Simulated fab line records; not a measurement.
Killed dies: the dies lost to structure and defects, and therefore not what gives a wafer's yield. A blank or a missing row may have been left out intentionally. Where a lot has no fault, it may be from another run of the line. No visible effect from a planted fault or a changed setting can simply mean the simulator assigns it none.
Which tool was responsible? | flow sky130 | Sampling: 24 lots, 72 wafers, 5 of 708 route steps

WHAT THE GAUGES SHOWED, per wafer
SKY_FIELD_ISO_CD_MEAS_13 targets a cd of 150 nm. Usual: cd-nm at 149.4 nm, with a standard deviation of 1.4.
lot  | measured    | on        | cd-nm (nm)        | flag
L074 | day 2 03:43 | cd-sem-01 | 149.7 150.1 149.7 |
L075 | day 2 09:54 | cd-sem-02 | 148.3 147.4 148.0 |
L076 | day 2 15:56 | cd-sem-01 | 151.3 151.1 150.4 |
L077 | day 2 19:19 | cd-sem-02 | 147.7 148.4 149.9 |
L078 | day 3 03:22 | cd-sem-02 | 150.8 150.8 150.1 |
L079 | day 3 07:19 | cd-sem-02 | 148.8 149.4 148.9 |
L080 | day 3 13:23 | cd-sem-02 | 146.6 147.6 148.9 |
L081 | day 3 17:30 | cd-sem-01 | 147.0 149.1 146.6 |
L082 | day 3 22:21 | cd-sem-01 | 149.8 149.6 148.8 |
L083 | day 4 02:28 | cd-sem-01 | 148.1 149.2 148.2 |
L084 | day 4 10:00 | cd-sem-02 | 152.9 152.9 151.5 |
L085 | day 4 13:17 | cd-sem-01 | 150.9 149.6 150.6 |
L086 | day 4 21:59 | cd-sem-02 | 151.7 150.7 150.7 |
L087 | day 5 00:32 | cd-sem-01 | 148.9 149.2 149.5 |
L088 | day 5 05:55 | cd-sem-02 | 149.2 150.5 149.9 |
L089 | day 5 09:52 | cd-sem-01 | 148.5 150.2 149.2 |
L090 | day 5 16:20 | cd-sem-01 | 150.1 152.1 149.2 |
L091 | day 5 20:13 | cd-sem-01 | 148.7 147.6 148.5 |
L092 | day 6 00:38 | cd-sem-02 | 149.3 149.5 148.3 |
L093 | day 6 08:56 | cd-sem-01 | 151.3 153.1 152.2 |
L094 | day 6 12:11 | cd-sem-02 | 150.5 151.5 151.7 |
L095 | day 6 17:09 | cd-sem-02 | 149.9 150.3 150.5 |
L096 | day 6 23:22 | cd-sem-02 | 148.6 147.2 149.4 |
L097 | day 7 06:22 | cd-sem-01 | 149.4 149.6 148.1 |

SKY_VIA2_BOW_MEAS_03. Usual: VIA2_BOW 87 um, standard deviation 7.4.
lot  | measured     | on            | VIA2_BOW (um) | flag
L074 | day 34 22:36 | film-metro-04 | 84 90 82      |
L075 | day 35 08:07 | film-metro-01 | 87 82 96      |
L076 | day 36 00:55 | film-metro-01 | 83 89 89      |
L077 | day 36 02:26 | film-metro-02 | 82 93 72      |
L078 | day 36 11:20 | film-metro-04 | 86 90 88      |
L079 | day 36 22:14 | film-metro-02 | 89 100 87     |
L080 | day 37 08:57 | film-metro-04 | 86 83 77      |
L081 | day 37 16:31 | film-metro-04 | 83 79 96      |
L082 | day 37 21:58 | film-metro-01 | 86 86 82      |
L083 | day 38 01:17 | film-metro-01 | 91 80 82      |
L084 | day 38 13:28 | film-metro-04 | 87 83 85      |
L085 | day 38 22:37 | film-metro-02 | 91 94 91      |
L086 | day 39 05:38 | film-metro-04 | 99 90 94      |
L087 | day 39 05:51 | film-metro-01 | 89 105 95     |
L088 | day 39 18:11 | film-metro-04 | 89 83 95      |
L089 | day 39 21:43 | film-metro-02 | 88 96 85      |
L090 | day 40 02:39 | film-metro-01 | 90 100 97     |
L091 | day 40 13:06 | film-metro-01 | 81 80 70      |
L092 | day 40 17:52 | film-metro-02 | 87 96 83      |
L093 | day 41 02:53 | film-metro-02 | 101 96 89     |
L094 | day 41 07:44 | film-metro-02 | 79 96 80      |
L095 | day 41 22:56 | film-metro-01 | 71 71 90      |
L096 | day 42 02:13 | film-metro-01 | 85 80 81      |
L097 | day 42 07:29 | film-metro-02 | 82 88 82      |

SKY_VIA4_RS_MEAS_19: uses a four-point probe to measure. Usual: VIA4_W_RS 0.226 ohm/sq, standard deviation 0.0055.
lot  | measured     | on            | VIA4_W_RS (ohm/sq) | flag
L074 | day 42 16:19 | film-metro-02 | 0.224 0.223 0.226  |
L075 | day 42 22:53 | film-metro-04 | 0.231 0.229 0.231  |
L076 | day 43 14:34 | film-metro-04 | 0.227 0.228 0.230  |
L077 | day 43 16:03 | film-metro-01 | 0.228 0.227 0.226  |
L078 | day 43 22:11 | film-metro-04 | 0.227 0.227 0.229  |
L079 | day 44 06:25 | film-metro-01 | 0.233 0.231 0.229  |
L080 | day 44 18:11 | film-metro-02 | 0.224 0.223 0.225  |
L081 | day 45 00:58 | film-metro-02 | 0.227 0.231 0.230  |
L082 | day 45 04:55 | film-metro-02 | 0.227 0.228 0.229  |
L083 | day 45 08:34 | film-metro-04 | 0.227 0.226 0.226  |
L084 | day 45 16:38 | film-metro-02 | 0.231 0.227 0.229  |
L085 | day 45 23:21 | film-metro-04 | 0.228 0.227 0.229  |
L086 | day 46 07:16 | film-metro-04 | 0.233 0.231 0.226  |
L087 | day 46 08:22 | film-metro-02 | 0.228 0.230 0.227  |
L088 | day 46 17:38 | film-metro-02 | 0.214 0.213 0.225  |
L089 | day 46 20:31 | film-metro-01 | 0.233 0.230 0.230  |
L090 | day 47 01:11 | film-metro-01 | 0.231 0.226 0.227  |
L091 | day 47 10:11 | film-metro-04 | 0.225 0.213 0.224  |
L092 | day 47 13:00 | film-metro-02 | 0.215 0.213 0.226  |
L093 | day 47 21:55 | film-metro-04 | 0.227 0.213 0.226  |
L094 | day 48 01:48 | film-metro-01 | 0.212 0.214 0.213  |
L095 | day 48 12:04 | film-metro-01 | 0.231 0.230 0.229  |
L096 | day 48 14:47 | film-metro-01 | 0.214 0.228 0.214  |
L097 | day 48 19:10 | film-metro-01 | 0.229 0.215 0.227  |

TOOL THAT RAN EACH LOT (tool first, then ch and the chambers of the sampled wafers, then the start)
lot  | SKY_PWDE_STRIP_09                   | SKY_METAL1_SPUTTER_03
L074 | plasma-asher-02 ch 0,1, day 3 18:39 | pvd-sputter-04, day 31 10:34
L075 | plasma-asher-03 ch 0,1, day 4 00:44 | pvd-sputter-04, day 31 18:55
L076 | plasma-asher-01 ch 0,1, day 4 07:07 | pvd-sputter-03, day 32 12:56
L077 | plasma-asher-02 ch 0,1, day 4 11:17 | pvd-sputter-04, day 32 14:00
L078 | plasma-asher-03 ch 0,1, day 4 18:22 | pvd-sputter-02, day 32 23:10
L079 | plasma-asher-02 ch 0,1, day 4 23:28 | pvd-sputter-03, day 33 10:52
L080 | plasma-asher-03 ch 0,1, day 5 06:34 | pvd-sputter-02, day 33 20:38
L081 | plasma-asher-01 ch 0,1, day 5 12:50 | pvd-sputter-03, day 34 04:02
L082 | plasma-asher-01 ch 0,1, day 5 17:16 | pvd-sputter-02, day 34 10:45
L083 | plasma-asher-03 ch 0,1, day 5 21:54 | pvd-sputter-02, day 34 13:56
L084 | plasma-asher-01 ch 0,1, day 6 05:22 | pvd-sputter-04, day 35 00:52
L085 | plasma-asher-03 ch 0,1, day 6 09:52 | pvd-sputter-03, day 35 10:27
L086 | plasma-asher-01 ch 0,1, day 6 15:45 | pvd-sputter-04, day 35 19:09
L087 | plasma-asher-01 ch 0,1, day 6 19:32 | pvd-sputter-02, day 35 20:02
L088 | plasma-asher-02 ch 0,1, day 7 01:35 | pvd-sputter-02, day 36 10:07
L089 | plasma-asher-02 ch 0,1, day 7 05:55 | pvd-sputter-03, day 36 13:15
L090 | plasma-asher-02 ch 0,1, day 7 13:45 | pvd-sputter-04, day 36 16:40
L091 | plasma-asher-03 ch 0,1, day 7 19:23 | pvd-sputter-04, day 37 04:42
L092 | plasma-asher-02 ch 0,1, day 8 00:13 | pvd-sputter-03, day 37 10:34
L093 | plasma-asher-03 ch 0,1, day 8 07:38 | pvd-sputter-03, day 37 19:28
L094 | plasma-asher-02 ch 0,1, day 8 13:05 | pvd-sputter-04, day 37 23:47
L095 | plasma-asher-02 ch 0,1, day 8 16:48 | pvd-sputter-02, day 38 16:57
L096 | plasma-asher-02 ch 0,1, day 8 21:29 | pvd-sputter-03, day 38 20:34
L097 | plasma-asher-03 ch 0,1, day 9 11:06 | pvd-sputter-03, day 39 03:48
- SKY_PWDE_STRIP_09: strips in O2/N2.
- SKY_METAL1_SPUTTER_03: material Ti, target thk 5 nm, time 3.3 s.

WHAT THE TOOLS THEMSELVES READ (means of the sampled wafers that have a number; where no wafer has one, the mark that the record gives instead)
SKY_PWDE_STRIP_09. Usual: chamber-pressure-mTorr 1500.0 mTorr, standard deviation 1.2; drypump-motor-current-A 5.6 A, standard deviation 0.53; oes-product-au 0.722 a.u., standard deviation 0.0047; strip-time-to-endpoint-s 36.89 s, standard deviation 0.12.
lot  | tool            | chamber-pressure-mTorr (mTorr) | drypump-motor-current-A (A) | oes-product-au (a.u.) | strip-time-to-endpoint-s (s) | flag
L074 | plasma-asher-02 | 1500.6                         | 5.6                         | 0.724                 | 36.90                        |
L075 | plasma-asher-03 | 1499.6                         | 5.9                         | 0.725                 | 36.80                        |
L076 | plasma-asher-01 | 1499.9                         | 5.8                         | 0.718                 | 36.95                        |
L077 | plasma-asher-02 | 1501.3                         | 5.6                         | 0.721                 | 36.75                        |
L078 | plasma-asher-03 | 1500.1                         | 5.8                         | 0.723                 | 36.75                        |
L079 | plasma-asher-02 | 1500.2                         | 5.6                         | 0.716                 | 36.98                        |
L080 | plasma-asher-03 | 1500.5                         | 5.6                         | 0.724                 | 36.76                        |
L081 | plasma-asher-01 | 1498.9                         | 5.7                         | 0.719                 | 37.02                        |
L082 | plasma-asher-01 | 1498.9                         | 5.5                         | 0.720                 | 36.79                        |
L083 | plasma-asher-03 | 1500.1                         | 5.6                         | 0.724                 | 36.81                        |
L084 | plasma-asher-01 | 1500.0                         | 5.8                         | 0.723                 | 36.98                        |
L085 | plasma-asher-03 | 1500.0                         | 5.8                         | 0.717                 | 37.11                        |
L086 | plasma-asher-01 | 1500.1                         | 5.8                         | 0.724                 | 36.86                        |
L087 | plasma-asher-01 | 1499.1                         | 5.8                         | 0.724                 | 36.88                        |
L088 | plasma-asher-02 | 1500.0                         | 5.2                         | 0.724                 | 37.06                        |
L089 | plasma-asher-02 | 1500.5                         | 5.6                         | 0.725                 | 36.85                        |
L090 | plasma-asher-02 | 1500.0                         | 5.6                         | 0.717                 | 36.82                        |
L091 | plasma-asher-03 | 1500.8                         | 5.6                         | 0.724                 | 36.98                        |
L092 | plasma-asher-02 | 1499.9                         | 5.2                         | 0.718                 | 36.89                        |
L093 | plasma-asher-03 | 1499.6                         | 5.9                         | 0.722                 | 36.91                        |
L094 | plasma-asher-02 | 1500.0                         | 5.6                         | 0.722                 | 36.95                        |
L095 | plasma-asher-02 | 1500.5                         | 5.6                         | 0.727                 | 36.86                        |
L096 | plasma-asher-02 | 1499.3                         | 5.6                         | 0.723                 | 36.72                        |
L097 | plasma-asher-03 | 1500.7                         | 5.8                         | 0.718                 | 36.98                        |

SKY_METAL1_SPUTTER_03. Usual: throttle-valve-pct at 29.7 %, with a standard deviation of 0.78.
lot  | tool           | throttle-valve-pct (%) | flag
L074 | pvd-sputter-04 | 29.9                   |
L075 | pvd-sputter-04 | 29.2                   |
L076 | pvd-sputter-03 | 29.2                   |
L077 | pvd-sputter-04 | 29.2                   |
L078 | pvd-sputter-02 | 29.8                   |
L079 | pvd-sputter-03 | 29.6                   |
L080 | pvd-sputter-02 | 30.2                   |
L081 | pvd-sputter-03 | 29.9                   |
L082 | pvd-sputter-02 | 29.8                   |
L083 | pvd-sputter-02 | 30.5                   |
L084 | pvd-sputter-04 | 29.5                   |
L085 | pvd-sputter-03 | 29.3                   |
L086 | pvd-sputter-04 | 30.0                   |
L087 | pvd-sputter-02 | 30.5                   |
L088 | pvd-sputter-02 | 30.0                   |
L089 | pvd-sputter-03 | 29.8                   |
L090 | pvd-sputter-04 | 29.3                   |
L091 | pvd-sputter-04 | 29.4                   |
L092 | pvd-sputter-03 | 29.2                   |
L093 | pvd-sputter-03 | 29.5                   |
L094 | pvd-sputter-04 | 30.2                   |
L095 | pvd-sputter-02 | 29.3                   |
L096 | pvd-sputter-03 | 29.0                   |
L097 | pvd-sputter-03 | 29.5                   |

THE ANSWER, worked out from the rows above alone
Rule: take the mean of a lot's wafers that have a number; if it is more than 3 standard deviations from the usual mean, the lot is off. A lot without any number at a reading at which 4 lots or more have one is off too. All remaining lots with rows at the step are treated as sound. The gauges are gone through in route order, then the tools' own readings, and for those a lot's mean is taken as printed above. The first step at which some lot is off is used, and at that step the reading that is off furthest; a lot without a number counts as furthest.
No lot is off on any of the readings shown, so nothing can be concluded from this.

WHAT WAS PUT IN BY THE SIMULATOR
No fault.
